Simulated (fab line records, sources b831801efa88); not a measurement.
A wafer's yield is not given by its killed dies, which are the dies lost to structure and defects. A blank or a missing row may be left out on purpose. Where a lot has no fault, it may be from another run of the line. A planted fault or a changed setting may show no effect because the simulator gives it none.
Split-lot trial -- flow sky130 -- on a route of 708 steps: 5 lots, 23 wafers read

## SPLIT DETAILS
At SKY_SD_N_STRIP_11 (strips in O2/N2), the setting powerW was moved away from the recipe's 1400 W on 8 of the 23 wafers read, by -4.4% to +11.1%. For the rest of the wafers, this setting stayed at what the recipe calls for.

The reading is taken at the split's own step.

## THE READING
oesProductAu, in a.u., at SKY_SD_N_STRIP_11 (strips in O2/N2). Fault-free wafers of this fab line usually give 0.528 a.u., standard deviation 0.0047 a.u.

wafer,"tool, chamber at the split","powerW as run, W",against the recipe,"oesProductAu, a.u.",against lot-mates on the recipe
L074.1,"plasmaAsher-01, 1",1400,recipe,0.515,-
L074.2,"plasmaAsher-01, 0",1556,+11.1%,0.555,+0.032
L074.3,"plasmaAsher-01, 1",1556,+11.1%,0.553,+0.030
L074.4,"plasmaAsher-01, 0",1556,+11.1%,0.546,+0.023
L074.5,"plasmaAsher-01, 0",1400,recipe,0.531,-
L075.1,"plasmaAsher-03, 1",1400,recipe,0.536,-
L075.4,"plasmaAsher-03, 1",1400,recipe,0.534,-
L075.5,"plasmaAsher-03, 0",1400,recipe,0.531,-
L077.1,"plasmaAsher-03, 1",1400,recipe,0.526,-
L077.2,"plasmaAsher-03, 0",1400,recipe,0.522,-
L077.4,"plasmaAsher-03, 1",1400,recipe,0.535,-
L077.5,"plasmaAsher-03, 1",1400,recipe,0.532,-
L077.6,"plasmaAsher-03, 0",1400,recipe,0.525,-
L080.2,"plasmaAsher-04, 0",1338,-4.4%,0.518,-0.011
L080.3,"plasmaAsher-04, 1",1338,-4.4%,0.520,-0.009
L080.4,"plasmaAsher-04, 0",1400,recipe,0.529,-
L080.5,"plasmaAsher-04, 0",1400,recipe,0.528,-
L080.6,"plasmaAsher-04, 1",1400,recipe,0.529,-
L084.1,"plasmaAsher-03, 1",1341,-4.2%,0.512,-0.013
L084.2,"plasmaAsher-03, 0",1341,-4.2%,0.514,-0.011
L084.3,"plasmaAsher-03, 1",1400,recipe,0.523,-
L084.5,"plasmaAsher-03, 1",1341,-4.2%,0.519,-0.006
L084.6,"plasmaAsher-03, 0",1400,recipe,0.527,-

FIT RESULTS
A straight line over all 23 wafers: oesProductAu changes by +0.00221 a.u. for each +1% of powerW; r = +0.90; the points scatter about the line by 0.0051 a.u.
The same after taking each lot's own level away (the mean of its wafers on the recipe; 23 wafers): +0.00249 a.u. for each +1%; r = +0.94; scatter 0.004 a.u.
That fit puts the effect of the largest move of powerW on the reading at 0.028 a.u.
Measured against the standard deviation above, the lots' own levels, which go from 0.5230 to 0.5337 a.u., span 2.3 times it.
Thus the slope moves with the lot-to-lot level: the two fits are different.
Check: +0.0263 a.u. against its lot-mates is what the line predicts for one of the wafers moved furthest among these (+11.1%) when that wafer is left out of the fit. It came out at +0.032 a.u. against them.
Tool readings at the split's step, against how far the setting was moved: oesProductAu r = +0.90; stripTimeToEndpointS r = -1.00.

## THE OTHER SPLITS THESE WAFERS WENT THROUGH
Note: prior to the reading, these wafers also went through further splits. Each is held against what the fit with the lots' levels taken away leaves over:
other split on the same wafers,wafers away from the commonest value,r with oesProductAu (lot level and that fit taken away)
SKY_POLY_CUT_COAT_03 resistThkNm,8,-0.15
SKY_SD_P_SOFTBAKE_03 tempC,11,-0.29
SKY_SD_P_EXPOSE_04 doseMj,11,+0.17
SKY_RES_XHIGH_IMPLANT_07 doseCm2,7,-0.36
SKY_RES_XHIGH_STRIP_08 powerW,5,-0.22

## THE WHOLE CHAIN: every reading that the file lists as answering this split, in the file's order
step,what it does,reading,change (the file's fit),r (the file's)
SKY_SD_N_STRIP_11,strips in O2/N2,oesProductAu,+0.00246 a.u. for each +1% of the setting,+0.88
SKY_SD_N_STRIP_11,strips in O2/N2,stripTimeToEndpointS,withheld for each +1% of the setting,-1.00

## FILE'S OWN FIT
oesProductAu changes by +0.00246 a.u. for each +1% of powerW, r = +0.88.
